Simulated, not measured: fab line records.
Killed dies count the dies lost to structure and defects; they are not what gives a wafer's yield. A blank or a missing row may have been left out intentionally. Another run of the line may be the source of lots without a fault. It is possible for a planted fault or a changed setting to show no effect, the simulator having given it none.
Chamber matching + flow sky130 + 4 sister chambers for SKY_VIA3_CMP_02 on cmp-02
The step polishes SiO2. 8 wafers are shown with their chamber, then 10 later ones without.

== WAFERS WITH THEIR CHAMBER ==
| wafer  | chamber | motor_current_A (A) |
|--------|---------|---------------------|
| L582.4 | 0       | 12.1                |
| L583.1 | 2       | 13.1                |
| L583.6 | 2       | 13.1                |
| L589.1 | 1       | 12.4                |
| L589.2 | 3       | 12.6                |
| L589.4 | 0       | 13.1                |
| L588.2 | 3       | 12.6                |
| L588.3 | 1       | 12.2                |

== WAFERS WHOSE CHAMBER IS MISSING ==
| wafer  | motor_current_A (A) |
|--------|---------------------|
| L588.4 | 12.0                |
| L592.3 | 12.3                |
| L592.4 | 12.7                |
| L592.6 | 12.4                |
| L594.1 | 12.1                |
| L594.2 | 13.3                |
| L594.5 | 11.9                |
| L595.1 | 13.1                |
| L595.2 | 12.1                |
| L595.4 | 12.3                |

== EACH ONE'S CHAMBER ==
| wafer  | from the rows above               | in truth |
|--------|-----------------------------------|----------|
| L588.4 | can't be placed: 1 or 0 or 3      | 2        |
| L592.3 | can't be placed: 1 or 0 or 3      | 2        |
| L592.4 | can't be placed: 0 or 3 or 1 or 2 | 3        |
| L592.6 | can't be placed: 1 or 0 or 3 or 2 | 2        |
| L594.1 | can't be placed: 1 or 0 or 3      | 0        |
| L594.2 | can't be placed: 2 or 0 or 3      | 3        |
| L594.5 | can't be placed: 1 or 0 or 3      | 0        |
| L595.1 | can't be placed: 2 or 0 or 3      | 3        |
| L595.2 | can't be placed: 1 or 0 or 3      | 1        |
| L595.4 | can't be placed: 1 or 0 or 3      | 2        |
0 of 10 placed correctly. Not placeable from these rows: 10 (in 7, the candidates include the true chamber). Wrongly placed: 0.
How it was worked out, from the rows above alone: a wafer's distance from a chamber is the root of the sum, over the readings, of the square of ((its reading less the chamber's mean) divided by the reading's scatter). The wafer belongs to the nearest chamber; if the next one is less than 2 further off, it can't be placed. A chamber's mean is the mean of its shown wafers. How the scatter is found: for the shown wafers, subtract from each reading the mean of its chamber, square and add these, divide the total by (wafers less chambers), then take the root.
